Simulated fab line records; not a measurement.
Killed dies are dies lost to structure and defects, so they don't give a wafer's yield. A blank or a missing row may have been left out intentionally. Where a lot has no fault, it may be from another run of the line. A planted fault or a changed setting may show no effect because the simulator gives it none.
fab line records    flow sky130
[record] lots = 6  wafers = 18  last-day = 50
route steps=708 shown LDD_N@252 LDD_P@255 LDD_HVN@267 LDD_HVP@278 LDD_LDN@289 PAD_OPEN@708
lots with no fault: from the same line, run without faults
start-h: hours from the record's first day to the start of the lot's first wafer shown    wait-h: hours since the lot's step before    " repeats the value in the row above    L1.1+2: several wafers, shown together as one row    - value missing, or start not given    * or withheld: withheld    < > ~ a bound
route shown NAME@n: NAME is a module with steps in the file, n the number in the route of the first one    usual: mean/standard deviation taken from wafers without a fault    same: alike in all rows    chamber/n: place in a boat    sites: each site's reading    _std_site: standard deviation of those values    _edge_site: outer sites' mean less inner sites'    radius-mm: how far each site lies from the wafer's centre    mask NAME#n: copy n    behind: the last tool/chamber to shape the wafer    hold: what put the lot on hold/how long, in hours/how the hold closed    device: the n, p or np transistor that did not switch    end of line: the tests these same wafers got at the end of their route    for a step that has no rows: nothing shown but its recipe    killed: at the first sort, the dies lost to defects and structure; wafer yield is something else    map: shows each die of a wafer: x if killed, . if not, _ if none is there
set.NAME: setting as actually run; set.NAME@STEP: the setting as run at that earlier step    model.NAME: the simulator's own value behind a step, which no gauge read
certain route steps with their lots: each step a table, each wafer a row
services: when a tool's chamber went out of use (start-h, in hours from the record's first day, below 0 if earlier), for how many hours, and the reason
[[steps]]
[step SKY_LDD_N_IMPLANT_15]
[recipe] species = BF2  energy-kev = 50  dose-cm2 = 5e+12  tilt-deg = 30  rotation-deg = 270
[step SKY_LDD_N_STRIP_16]
[recipe] chemistry = O2/N2  power-w = 1400  pressure-mtorr = 1500  platen-temp-c = withheld  o2-flow-sccm = 3000  n2-flow-sccm = 300  overash-fraction = 0.5
[usual] drypump-motor-current-A = 5.8/0.53  oes-product-au = 0.406/0.0042  strip-time-to-endpoint-s = 4.312/0.015
lot.wafer  tool             chamber  start-h  wait-h  drypump-motor-current-A  oes-product-au  rf-hours-counter-h  strip-time-to-endpoint-s
L697.3     plasma-asher-02  1        456.12   0.1     5.7                      0.408           -                   4.329
L697.4     "                0        "        "       6.1                      0.400           -                   4.315
L697.5     "                1        "        "       5.7                      0.401           -                   4.321
L698.3     plasma-asher-03  0        460.87   0.1     4.9                      0.403           -                   4.257
L698.4     "                1        "        "       5.7                      0.404           -                   4.298
L698.6     "                1        "        "       5.7                      0.405           -                   4.301
L705.1     plasma-asher-03  1        523.03   0.1     5.7                      0.413           82                  4.311
L705.2     "                0        "        "       4.9                      0.408           82                  4.348
L705.5     "                0        "        "       4.9                      0.411           -                   4.303
L707.1     plasma-asher-01  0        531.44   0.1     6.6                      0.407           73                  4.323
L707.4     "                1        "        "       6.1                      0.412           -                   4.325
L707.6     "                1        "        "       6.1                      0.406           -                   4.313
L714.4     plasma-asher-02  0        596.81   0.1     6.2                      0.405           -                   4.318
L714.5     "                1        "        "       5.7                      0.412           -                   4.298
L714.6     "                0        "        "       6.2                      0.412           -                   4.318
L715.1     plasma-asher-02  1        605.98   0.1     5.7                      0.401           15                  4.326
L715.3     "                1        "        "       5.7                      0.399           -                   4.308
L715.5     "                1        "        "       5.7                      0.402           -                   4.308
[step SKY_LDD_N_TW_MEAS_17]
[usual] LDD_N_TW = 2592/13
lot.wafer  tool           chamber  start-h  wait-h  LDD_N_TW
L697.3     film-metro-03  -        456.21   0.1     2606
L697.4     "              -        "        "       2584
L697.5     "              -        "        "       2593
L698.3     film-metro-02  -        460.96   0.1     2598
L698.4     "              -        "        "       2590
L698.6     "              -        "        "       2591
L705.1     film-metro-03  -        523.13   0.1     2595
L705.2     "              -        "        "       2603
L705.5     "              -        "        "       2603
L707.1     film-metro-02  -        531.54   0.1     2598
L707.4     "              -        "        "       2597
L707.6     "              -        "        "       2590
L714.4     film-metro-04  -        596.91   0.1     2588
L714.5     "              -        "        "       2602
L714.6     "              -        "        "       2608
L715.1     film-metro-03  -        606.08   0.1     2601
L715.3     "              -        "        "       2604
L715.5     "              -        "        "       2601
[step SKY_LDD_P_DEHYDRATE_00]
[recipe] temp-c = 200  time-s = 60
[step SKY_LDD_P_HMDS_01]
[recipe] prime-time-s = 60  prime-temp-c = 120
[step SKY_LDD_P_COAT_02]
[recipe] resist = NOVOLAK  spin-rpm = 3000  resist-thk-nm = 1140
[step SKY_LDD_P_SOFTBAKE_03]
[recipe] temp-c = 90  time-s = 60  resist = NOVOLAK
[step SKY_LDD_P_EXPOSE_04]
[recipe] mask-id = PSDM  na = 0.6  source-shape = conventional  sigma-outer = 0.6  polarization = unpolarized  target-cd-nm = 380  dose-mj = 138
[step SKY_LDD_P_PEB_05]
[recipe] temp-c = withheld  time-s = *  resist = NOVOLAK
[step SKY_LDD_P_DEVELOP_06]
[recipe] resist = NOVOLAK  developer = TMAH  develop-time-s = 60  dev-temp-c = 23
[step SKY_LDD_P_CD_MEAS_07]
[recipe] target-cd-nm = 380
[usual] cd-nm = 380.6/2.7
lot.wafer  tool       chamber  start-h  wait-h  cd-nm
L697.3     cd-sem-02  -        487.08   0.1     380.5
L697.4     "          -        "        "       380.7
L697.5     "          -        "        "       380.0
L698.3     cd-sem-02  -        491.48   0.1     383.2
L698.4     "          -        "        "       387.2
L698.6     "          -        "        "       383.5
L705.1     cd-sem-01  -        553.15   0.1     378.1
L705.2     "          -        "        "       376.9
L705.5     "          -        "        "       378.2
L707.1     cd-sem-01  -        560.95   0.1     383.3
L707.4     "          -        "        "       382.4
L707.6     "          -        "        "       383.4
L714.4     cd-sem-01  -        626.23   0.1     379.6
L714.5     "          -        "        "       379.1
L714.6     "          -        "        "       379.7
L715.1     cd-sem-01  -        633.74   0.1     377.6
L715.3     "          -        "        "       378.5
L715.5     "          -        "        "       378.0
[step SKY_LDD_P_OVL_MEAS_08]
[usual] LDD_P_OVL = -0.4/1.4
lot.wafer  tool        chamber  start-h  wait-h  LDD_P_OVL[nm]
L697.3     overlay-01  -        487.18   0.1     -0.7
L697.4     "           -        "        "       -2.2
L697.5     "           -        "        "       -1.9
L698.3     overlay-02  -        491.58   0.1     -2.6
L698.4     "           -        "        "       -0.5
L698.6     "           -        "        "       -3.7
L705.1     overlay-01  -        553.27   0.1     -2.0
L705.2     "           -        "        "       -0.4
L705.5     "           -        "        "       0.7
L707.1     overlay-01  -        561.07   0.1     -3.1
L707.4     "           -        "        "       -1.0
L707.6     "           -        "        "       -0.3
L714.4     overlay-01  -        626.31   0.1     -2.0
L714.5     "           -        "        "       -1.3
L714.6     "           -        "        "       -2.3
L715.1     overlay-01  -        633.86   0.1     0.3
L715.3     "           -        "        "       1.6
L715.5     "           -        "        "       -0.6
[step SKY_LDD_P_IMPLANT_09]
[recipe] species = BF2  energy-kev = 25  dose-cm2 = 1e+13  tilt-deg = withheld
lot.wafer   tool          chamber  start-h  wait-h
L697.3+4+5  implanter-01  0        487.25   0.1
L698.3+4+6  implanter-01  0        491.65   0.1
L705.1+2+5  implanter-03  0        553.31   0.0
L707.1+4+6  implanter-03  0        561.11   0.0
L714.4+5+6  implanter-01  0        626.40   0.1
L715.1+3+5  implanter-03  0        633.90   0.0
[step SKY_LDD_P_STRIP_10]
[recipe] chemistry = O2/N2  power-w = 1400  pressure-mtorr = 1500  platen-temp-c = withheld  o2-flow-sccm = 3000  n2-flow-sccm = 300  overash-fraction = 0.5
[usual] drypump-motor-current-A = 5.6/0.33  oes-product-au = 0.716/0.0043  strip-time-to-endpoint-s = 14.19/0.049
lot.wafer  tool             chamber  start-h  wait-h  drypump-motor-current-A  oes-product-au  rf-hours-counter-h  strip-time-to-endpoint-s
L697.3     plasma-asher-04  0        487.38   0.1     5.4                      0.718           -                   14.13
L697.4     "                1        "        "       5.8                      0.716           -                   14.12
L697.5     "                0        "        "       5.4                      0.721           -                   14.14
L698.3     plasma-asher-02  0        491.78   0.1     6.1                      0.721           -                   14.12
L698.4     "                1        "        "       5.7                      0.722           -                   14.12
L698.6     "                0        "        "       6.1                      0.716           -                   14.12
L705.1     plasma-asher-04  0        553.46   0.1     5.4                      0.712           44                  14.19
L705.2     "                1        "        "       5.8                      0.711           44                  14.19
L705.5     "                1        "        "       5.8                      0.716           -                   14.20
L707.1     plasma-asher-04  0        561.26   0.1     5.4                      0.717           45                  14.16
L707.4     "                0        "        "       5.4                      0.714           -                   14.24
L707.6     "                1        "        "       5.8                      0.711           -                   14.18
L714.4     plasma-asher-04  1        626.51   0.1     5.8                      0.726           -                   14.29
L714.5     "                0        "        "       5.4                      0.721           -                   14.26
L714.6     "                1        "        "       5.8                      0.710           -                   14.26
L715.1     plasma-asher-03  1        634.05   0.1     5.7                      0.726           91                  14.28
L715.3     "                0        "        "       4.9                      0.719           -                   14.26
L715.5     "                0        "        "       4.9                      0.717           -                   14.24
[step SKY_LDD_P_TW_MEAS_11]
[usual] LDD_P_TW = 639/3.1
lot.wafer  tool           chamber  start-h  wait-h  LDD_P_TW
L697.3     film-metro-01  -        487.47   0.1     631
L697.4     "              -        "        "       626
L697.5     "              -        "        "       627
L698.3     film-metro-02  -        491.87   0.1     633
L698.4     "              -        "        "       631
L698.6     "              -        "        "       632
L705.1     film-metro-03  -        553.56   0.1     638
L705.2     "              -        "        "       641
L705.5     "              -        "        "       640
L707.1     film-metro-03  -        561.36   0.1     639
L707.4     "              -        "        "       637
L707.6     "              -        "        "       637
L714.4     film-metro-01  -        626.61   0.1     644
L714.5     "              -        "        "       643
L714.6     "              -        "        "       643
L715.1     film-metro-01  -        634.15   0.1     643
L715.3     "              -        "        "       646
L715.5     "              -        "        "       643
[step SKY_LDD_HVN_DEHYDRATE_00]
[recipe] temp-c = 200  time-s = 60
[step SKY_LDD_HVN_HMDS_01]
[recipe] prime-time-s = 60  prime-temp-c = 120
[step SKY_LDD_HVN_COAT_02]
[recipe] resist = NOVOLAK  spin-rpm = 3000  resist-thk-nm = 300
[step SKY_LDD_HVN_SOFTBAKE_03]
[recipe] temp-c = 90  time-s = 60  resist = NOVOLAK
[step SKY_LDD_HVN_EXPOSE_04]
[recipe] mask-id = HVNTM  na = 0.6  source-shape = conventional  sigma-outer = 0.6  polarization = unpolarized  target-cd-nm = 700  dose-mj = 127
[step SKY_LDD_HVN_PEB_05]
[recipe] temp-c = withheld  time-s = *  resist = NOVOLAK
[step SKY_LDD_HVN_DEVELOP_06]
[recipe] resist = NOVOLAK  developer = TMAH  develop-time-s = 60  dev-temp-c = 23
[step SKY_LDD_HVN_OVL_MEAS_07]
[usual] LDD_HVN_OVL = 0.3/1.3
lot.wafer  tool        chamber  start-h  wait-h  LDD_HVN_OVL[nm]
L697.3     overlay-01  -        517.63   0.1     -0.6
L697.4     "           -        "        "       -2.1
L697.5     "           -        "        "       1.5
L698.3     overlay-01  -        521.56   0.1     0.6
L698.4     "           -        "        "       0.1
L698.6     "           -        "        "       1.7
L705.1     overlay-01  -        582.79   0.1     -3.4
L705.2     "           -        "        "       -3.0
L705.5     "           -        "        "       -1.7
L707.1     overlay-01  -        590.74   0.1     -0.9
L707.4     "           -        "        "       -0.1
L707.6     "           -        "        "       0.1
L714.4     overlay-01  -        654.91   0.1     -0.5
L714.5     "           -        "        "       0.8
L714.6     "           -        "        "       1.1
L715.1     overlay-01  -        662.77   0.1     1.5
L715.3     "           -        "        "       -0.1
L715.5     "           -        "        "       1.6
[step SKY_LDD_HVN_IMPLANT_08]
[recipe] species = P  energy-kev = 60  dose-cm2 = 3e+13  tilt-deg = 40
[step SKY_LDD_HVN_STRIP_09]
[recipe] chemistry = O2/N2  power-w = 1400  pressure-mtorr = 1500  platen-temp-c = withheld  o2-flow-sccm = 3000  n2-flow-sccm = 300  overash-fraction = 0.5
[usual] drypump-motor-current-A = 5.6/0.5  oes-product-au = 0.408/0.0048  strip-time-to-endpoint-s = 4.135/0.018
lot.wafer  tool             chamber  start-h  wait-h  drypump-motor-current-A  oes-product-au  rf-hours-counter-h  strip-time-to-endpoint-s
L697.3     plasma-asher-04  0        517.84   0.1     5.4                      0.404           -                   4.145
L697.4     "                1        "        "       5.8                      0.409           -                   4.145
L697.5     "                1        "        "       5.8                      0.408           -                   4.154
L698.3     plasma-asher-04  0        521.76   0.1     5.4                      0.410           -                   4.119
L698.4     "                1        "        "       5.8                      0.412           -                   4.126
L698.6     "                1        "        "       5.8                      0.399           -                   4.100
L705.1     plasma-asher-04  0        582.98   0.1     5.4                      0.419           48                  4.160
L705.2     "                1        "        "       5.8                      0.404           48                  4.154
L705.5     "                1        "        "       5.8                      0.411           -                   4.136
L707.1     plasma-asher-04  0        590.93   0.1     5.4                      0.406           49                  4.171
L707.4     "                0        "        "       5.4                      0.413           -                   4.169
L707.6     "                0        "        "       5.4                      0.412           -                   4.167
L714.4     plasma-asher-04  0        655.11   0.1     5.4                      0.401           -                   4.113
L714.5     "                1        "        "       5.8                      0.415           -                   4.126
L714.6     "                0        "        "       5.4                      0.407           -                   4.123
L715.1     plasma-asher-03  1        662.96   0.1     5.7                      0.410           94                  4.139
L715.3     "                0        "        "       4.9                      0.410           -                   4.149
L715.5     "                1        "        "       5.7                      0.413           -                   4.158
[step SKY_LDD_HVN_TW_MEAS_10]
[usual] LDD_HVN_TW = 1444/6.6
lot.wafer  tool           chamber  start-h  wait-h  LDD_HVN_TW
L697.3     film-metro-01  -        517.93   0.1     1443
L697.4     "              -        "        "       1446
L697.5     "              -        "        "       1439
L698.3     film-metro-01  -        521.85   0.1     1438
L698.4     "              -        "        "       1436
L698.6     "              -        "        "       1431
L705.1     film-metro-02  -        583.08   0.1     1435
L705.2     "              -        "        "       1441
L705.5     "              -        "        "       1434
L707.1     film-metro-04  -        591.06   0.1     1452
L707.4     "              -        "        "       1443
L707.6     "              -        "        "       1443
L714.4     film-metro-02  -        655.21   0.1     1446
L714.5     "              -        "        "       1449
L714.6     "              -        "        "       1445
L715.1     film-metro-02  -        663.06   0.1     1450
L715.3     "              -        "        "       1438
L715.5     "              -        "        "       1445
[step SKY_LDD_HVP_DEHYDRATE_00]
[recipe] temp-c = 200  time-s = 60
[step SKY_LDD_HVP_HMDS_01]
[recipe] prime-time-s = 60  prime-temp-c = 120
[step SKY_LDD_HVP_COAT_02]
[recipe] resist = NOVOLAK  spin-rpm = 3000  resist-thk-nm = 300
[step SKY_LDD_HVP_SOFTBAKE_03]
[recipe] temp-c = 90  time-s = 60  resist = NOVOLAK
[step SKY_LDD_HVP_EXPOSE_04]
[recipe] mask-id = HVPTM  na = 0.6  source-shape = conventional  sigma-outer = 0.6  polarization = unpolarized  target-cd-nm = 700  dose-mj = 86
[step SKY_LDD_HVP_PEB_05]
[recipe] temp-c = withheld  time-s = *  resist = NOVOLAK
[step SKY_LDD_HVP_DEVELOP_06]
[recipe] resist = NOVOLAK  developer = TMAH  develop-time-s = 60  dev-temp-c = 23
[step SKY_LDD_HVP_OVL_MEAS_07]
[usual] LDD_HVP_OVL = 0.3/1.4
lot.wafer  tool        chamber  start-h  wait-h  LDD_HVP_OVL[nm]
L697.3     overlay-02  -        547.33   0.1     3.2
L697.4     "           -        "        "       1.2
L697.5     "           -        "        "       2.1
L698.3     overlay-01  -        552.06   0.1     2.7
L698.4     "           -        "        "       2.1
L698.6     "           -        "        "       0.5
L705.1     overlay-01  -        611.82   0.1     0.4
L705.2     "           -        "        "       -0.5
L705.5     "           -        "        "       2.2
L707.1     overlay-02  -        619.65   0.1     -0.3
L707.4     "           -        "        "       1.4
L707.6     "           -        "        "       -0.6
L714.4     overlay-02  -        683.11   0.1     2.8
L714.5     "           -        "        "       0.3
L714.6     "           -        "        "       1.3
L715.1     overlay-02  -        691.74   0.1     -1.9
L715.3     "           -        "        "       -0.8
L715.5     "           -        "        "       -0.2
[step SKY_LDD_HVP_IMPLANT_08]
[recipe] species = B  energy-kev = 20  dose-cm2 = 1.7e+13  tilt-deg = 17.9
[step SKY_LDD_HVP_STRIP_09]
[recipe] chemistry = O2/N2  power-w = 1400  pressure-mtorr = 1500  platen-temp-c = withheld  o2-flow-sccm = 3000  n2-flow-sccm = 300  overash-fraction = 0.5
[usual] drypump-motor-current-A = 5.9/0.35  oes-product-au = 0.409/0.0047  strip-time-to-endpoint-s = 4.138/0.014
lot.wafer  tool             chamber  start-h  wait-h  drypump-motor-current-A  oes-product-au  rf-hours-counter-h  strip-time-to-endpoint-s
L697.3     plasma-asher-02  0        547.54   0.1     6.1                      0.408           -                   4.126
L697.4     "                1        "        "       5.7                      0.407           -                   4.110
L697.5     "                1        "        "       5.7                      0.410           -                   4.126
L698.3     plasma-asher-04  0        552.27   0.1     5.4                      0.409           -                   4.149
L698.4     "                1        "        "       5.8                      0.408           -                   4.140
L698.6     "                1        "        "       5.8                      0.418           -                   4.124
L705.1     plasma-asher-02  1        612.01   0.1     5.7                      0.410           16                  4.133
L705.2     "                0        "        "       6.1                      0.417           16                  4.157
L705.5     "                1        "        "       5.7                      0.410           -                   4.144
L707.1     plasma-asher-04  0        619.84   0.1     5.4                      0.408           52                  4.114
L707.4     "                0        "        "       5.4                      0.411           -                   4.121
L707.6     "                0        "        "       5.4                      0.412           -                   4.131
L714.4     plasma-asher-01  0        683.31   0.1     6.6                      0.406           -                   4.150
L714.5     "                0        "        "       6.6                      0.410           -                   4.154
L714.6     "                1        "        "       6.1                      0.415           -                   4.154
L715.1     plasma-asher-01  1        691.93   0.1     6.1                      0.411           91                  4.129
L715.3     "                1        "        "       6.1                      0.400           -                   4.126
L715.5     "                1        "        "       6.1                      0.410           -                   4.143
[step SKY_LDD_HVP_TW_MEAS_10]
[usual] LDD_HVP_TW = 458.4/2
lot.wafer  tool           chamber  start-h  wait-h  LDD_HVP_TW
L697.3     film-metro-03  -        547.63   0.1     456.6
L697.4     "              -        "        "       458.8
L697.5     "              -        "        "       456.0
L698.3     film-metro-01  -        552.36   0.1     462.1
L698.4     "              -        "        "       460.6
L698.6     "              -        "        "       460.2
L705.1     film-metro-04  -        612.11   0.1     461.4
L705.2     "              -        "        "       457.3
L705.5     "              -        "        "       458.0
L707.1     film-metro-01  -        619.94   0.1     461.2
L707.4     "              -        "        "       459.4
L707.6     "              -        "        "       457.3
L714.4     film-metro-01  -        683.41   0.1     458.0
L714.5     "              -        "        "       459.0
L714.6     "              -        "        "       460.5
L715.1     film-metro-01  -        692.03   0.1     461.9
L715.3     "              -        "        "       459.6
L715.5     "              -        "        "       457.1
[step SKY_LDD_LDN_DEHYDRATE_00]
[recipe] temp-c = 200  time-s = 60
[step SKY_LDD_LDN_HMDS_01]
[recipe] prime-time-s = 60  prime-temp-c = 120
[step SKY_LDD_LDN_COAT_02]
[recipe] resist = NOVOLAK  spin-rpm = 3000  resist-thk-nm = 1140
[step SKY_LDD_LDN_SOFTBAKE_03]
[recipe] temp-c = 90  time-s = 60  resist = NOVOLAK
[step SKY_LDD_LDN_EXPOSE_04]
[recipe] mask-id = LDNTM  na = 0.6  source-shape = conventional  sigma-outer = 0.6  polarization = unpolarized  target-cd-nm = 700  dose-mj = 140
[step SKY_PAD_OPEN_PROBE_99]
[usual] killed_at_M0_to_M3 = 43/6.5  killed_at_M4_up = 3.2/1.8  killed-at-contacts = 24/5.2  killed-at-front-end = 15/4  killed-at-other = 0.4/0.69  killed-dies = 86/8.7  killed-open = 47/7  killed-short = 39/5.7
[same] gross-dies = 492  killed-at-back-side = 0
lot.wafer  tool       chamber  start-h  wait-h  killed_at_M0_to_M3  killed_at_M4_up  killed-at-contacts  killed-at-front-end  killed-at-other  killed-dies  killed-open  killed-short  model.etest.tip-p.rs-ohm-sq-range  model.etest.pfet_01v8.drive-ua-um-range  model.etest.pfet_01v8.vt-v-range
L697.3     prober-01  -        1112.61  0.2     41                  0                30                  16                   1                88           43           44            1583                               10.55                                    0.02664
L697.4     prober-01  -        1112.66  0.2     40                  1                30                  10                   3                84           41           41            1609                               5.738                                    0.0312
L697.5     prober-01  -        1112.71  0.2     49                  0                23                  13                   1                86           47           38            1505                               4.405                                    0.02601
L698.3     prober-02  -        1113.31  0.2     45                  5                26                  9                    1                86           50           36            1592                               6.391                                    0.02013
L698.4     prober-02  -        1113.36  0.2     37                  3                20                  18                   2                80           43           35            1553                               8.113                                    0.0242
L698.6     prober-02  -        1113.46  0.2     49                  4                25                  15                   0                93           48           44            1385                               8.569                                    0.0273
L705.1     prober-01  -        1151.44  0.1     48                  3                19                  12                   0                82           43           39            192.8                              8.028                                    0.005964
L705.2     prober-01  -        1151.49  0.1     48                  1                21                  14                   0                84           48           36            182.4                              6.617                                    0.008174
L705.5     prober-01  -        1151.64  0.2     43                  4                28                  11                   0                86           41           45            204.5                              4.468                                    0.01847
L707.1     prober-02  -        1155.11  0.1     50                  3                23                  17                   1                94           47           47            237.4                              8.301                                    0.01346
L707.4     prober-02  -        1155.26  0.2     27                  3                16                  21                   0                67           32           35            203.7                              6.65                                     0.0109
L707.6     prober-02  -        1155.36  0.2     41                  4                29                  19                   0                93           41           52            247.2                              5.101                                    0.01259
L714.4     prober-02  -        1196.72  0.2     45                  5                23                  16                   1                90           51           37            242                                7.934                                    0.00656
L714.5     prober-02  -        1196.77  0.2     45                  5                28                  15                   2                95           59           35            193.4                              4.504                                    0.00604
L714.6     prober-02  -        1196.82  0.2     49                  5                18                  20                   1                93           56           34            218.6                              6.789                                    0.01197
L715.1     prober-01  -        1198.26  0.1     45                  3                21                  13                   0                82           38           44            216                                8.165                                    0.01232
L715.3     prober-01  -        1198.36  0.2     50                  5                21                  18                   0                94           50           44            149.6                              6.648                                    0.01275
L715.5     prober-01  -        1198.46  0.2     38                  5                20                  18                   0                81           44           37            205.6                              5.29                                     0.01006
// killed by level:class
L697.3 LI_CONTACT:geometric-particle:open=8 VIA2:geometric-particle:open=7 CONTACT:geometric-particle:short=7 CONTACT:geometric-particle:open=7 METAL1:geometric-particle:short=6 VIA1:geometric-particle:open=6 METAL2:geometric-particle:short=6 FIELD_ISO:geometric-particle:short=4
L697.4 VIA2:geometric-particle:open=10 CONTACT:geometric-particle:open=9 CONTACT:geometric-particle:short=8 METAL2:geometric-particle:short=6 LI_CONTACT:geometric-particle:short=5 METAL1:geometric-particle:short=5 VIA1:geometric-particle:open=5 LOCAL_INTERCONNECT:geometric-particle:open=4
L697.5 VIA1:geometric-particle:open=11 CONTACT:geometric-particle:open=10 VIA1:geometric-particle:short=8 VIA2:geometric-particle:open=7 METAL1:geometric-particle:short=6 VIA3:geometric-particle:open=4 LI_CONTACT:geometric-particle:open=4 FIELD_ISO:geometric-particle:short=3
L698.3 VIA1:geometric-particle:open=17 CONTACT:geometric-particle:open=9 LI_CONTACT:geometric-particle:open=7 VIA2:geometric-particle:open=6 CONTACT:geometric-particle:short=5 VIA3:geometric-particle:short=5 VIA1:geometric-particle:short=4 METAL2:geometric-particle:short=4
L698.4 VIA3:geometric-particle:open=11 METAL1:geometric-particle:short=7 VIA1:geometric-particle:open=7 CONTACT:geometric-particle:open=6 FIELD_ISO:geometric-particle:short=5 POLY_GATE:geometric-particle:open=5 LOCAL_INTERCONNECT:geometric-particle:short=5 FIELD_ISO:geometric-particle:open=4
L698.6 LI_CONTACT:geometric-particle:open=8 VIA2:geometric-particle:open=8 VIA1:geometric-particle:open=7 VIA3:geometric-particle:open=7 LOCAL_INTERCONNECT:geometric-particle:short=6 VIA2:geometric-particle:short=6 POLY_GATE:geometric-particle:open=4 CONTACT:geometric-particle:short=4
L705.1 VIA1:geometric-particle:open=9 VIA1:geometric-particle:short=8 VIA3:geometric-particle:open=8 CONTACT:geometric-particle:short=6 CONTACT:geometric-particle:open=6 METAL1:geometric-particle:short=6 VIA2:geometric-particle:open=6 FIELD_ISO:geometric-particle:open=4
L705.2 VIA1:geometric-particle:open=14 LI_CONTACT:geometric-particle:open=8 VIA2:geometric-particle:open=8 METAL1:geometric-particle:short=6 VIA1:geometric-particle:short=5 POLY_GATE:geometric-particle:open=4 LI_CONTACT:geometric-particle:short=4 LOCAL_INTERCONNECT:geometric-particle:short=4
L705.5 VIA1:geometric-particle:open=9 METAL1:geometric-particle:short=8 LOCAL_INTERCONNECT:geometric-particle:short=7 CONTACT:geometric-particle:open=7 LI_CONTACT:geometric-particle:open=6 CONTACT:geometric-particle:short=6 VIA2:geometric-particle:open=6 VIA3:geometric-particle:open=6
L707.1 VIA1:geometric-particle:open=16 METAL2:geometric-particle:short=8 LOCAL_INTERCONNECT:geometric-particle:short=7 CONTACT:geometric-particle:open=7 VIA3:geometric-particle:open=6 FIELD_ISO:geometric-particle:open=5 FIELD_ISO:geometric-particle:short=5 METAL1:geometric-particle:short=5
L707.4 LI_CONTACT:geometric-particle:open=8 FIELD_ISO:geometric-particle:open=6 FIELD_ISO:geometric-particle:short=6 METAL2:geometric-particle:short=5 POLY_GATE:geometric-particle:short=4 METAL1:geometric-particle:short=4 VIA3:geometric-particle:open=4 VIA2:geometric-particle:short=3
L707.6 CONTACT:geometric-particle:open=8 METAL1:geometric-particle:short=8 LOCAL_INTERCONNECT:geometric-particle:short=7 FIELD_ISO:geometric-particle:short=6 LI_CONTACT:geometric-particle:short=6 METAL2:geometric-particle:short=6 VIA2:geometric-particle:open=6 POLY_GATE:geometric-particle:short=5
L714.4 CONTACT:geometric-particle:open=13 VIA1:geometric-particle:open=12 VIA1:geometric-particle:short=9 FIELD_ISO:geometric-particle:open=6 VIA3:geometric-particle:open=6 POLY_GATE:geometric-particle:short=4 CONTACT:geometric-particle:short=4 VIA2:geometric-particle:open=4
L714.5 VIA1:geometric-particle:open=15 VIA3:geometric-particle:open=11 CONTACT:geometric-particle:open=9 POLY_GATE:geometric-particle:open=6 LI_CONTACT:geometric-particle:open=6 CONTACT:geometric-particle:short=6 METAL2:geometric-particle:short=6 FIELD_ISO:geometric-particle:open=4
L714.6 VIA3:geometric-particle:open=13 VIA1:geometric-particle:open=11 VIA2:geometric-particle:open=7 LI_CONTACT:geometric-particle:open=6 CONTACT:geometric-particle:open=6 VIA1:geometric-particle:short=6 FIELD_ISO:geometric-particle:open=5 FIELD_ISO:geometric-particle:short=5
L715.1 VIA1:geometric-particle:open=9 METAL2:geometric-particle:short=9 METAL1:geometric-particle:short=8 CONTACT:geometric-particle:open=6 CONTACT:geometric-particle:short=6 FIELD_ISO:geometric-particle:open=5 POLY_GATE:geometric-particle:short=5 VIA3:geometric-particle:open=5
L715.3 VIA1:geometric-particle:open=15 CONTACT:geometric-particle:open=9 FIELD_ISO:geometric-particle:short=8 LI_CONTACT:geometric-particle:open=8 VIA1:geometric-particle:short=7 POLY_GATE:geometric-particle:open=5 METAL1:geometric-particle:short=5 METAL2:geometric-particle:short=5
L715.5 CONTACT:geometric-particle:open=9 VIA1:geometric-particle:open=9 METAL2:geometric-particle:short=8 VIA3:geometric-particle:open=8 FIELD_ISO:geometric-particle:open=5 POLY_GATE:geometric-particle:short=4 POLY_GATE:geometric-particle:open=4 CONTACT:geometric-particle:short=4
[[services]]
tool             chamber  start-h  hours  kind
plasma-asher-02  -        439.19   14.6   pm
implanter-03     -        448.61   0.6    repair
implanter-03     -        485.75   3.5    repair
plasma-asher-01  -        495.47   7.8    pm
plasma-asher-01  -        536.00   0.5    repair
implanter-01     -        548.85   29.1   pm
plasma-asher-03  -        563.60   18.2   repair
plasma-asher-02  -        567.20   13.2   repair
plasma-asher-04  -        580.69   2.2    repair
plasma-asher-03  -        586.17   2.8    pm
plasma-asher-03  -        611.03   4.3    pm
implanter-03     -        615.19   15.5   pm
plasma-asher-01  -        637.79   3.7    repair
implanter-03     -        642.74   3.4    repair
implanter-01     -        644.54   2.3    pm
[[key]]
first-sign none at tools or gauges
[model-effect] step = SKY_PAD_OPEN_PROBE_99  value = etest.tip-p.rs-ohm-sq-range  without = 173  struck = 1538
met-at SKY_LDD_P_IMPLANT_09
struck-wafers L697.3,L697.4,L697.5,L698.3,L698.4,L698.6
tester-left-out L697,L698
[fault] kind = process-parameter-drift  tool = implanter-01  chamber = -  onset-h = 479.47  steps = SKY_LDD_P_IMPLANT_09  channel = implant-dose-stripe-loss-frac  offset = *  shape = step  end-h = 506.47
// tester-left-out: of these lots the tester's yield and bins aren't shown, on N5 and GAA mostly nor the transistor test; their killed dies are dies lost to structure and defects alone, not to doping, threshold or leakage, so they don't give the yield
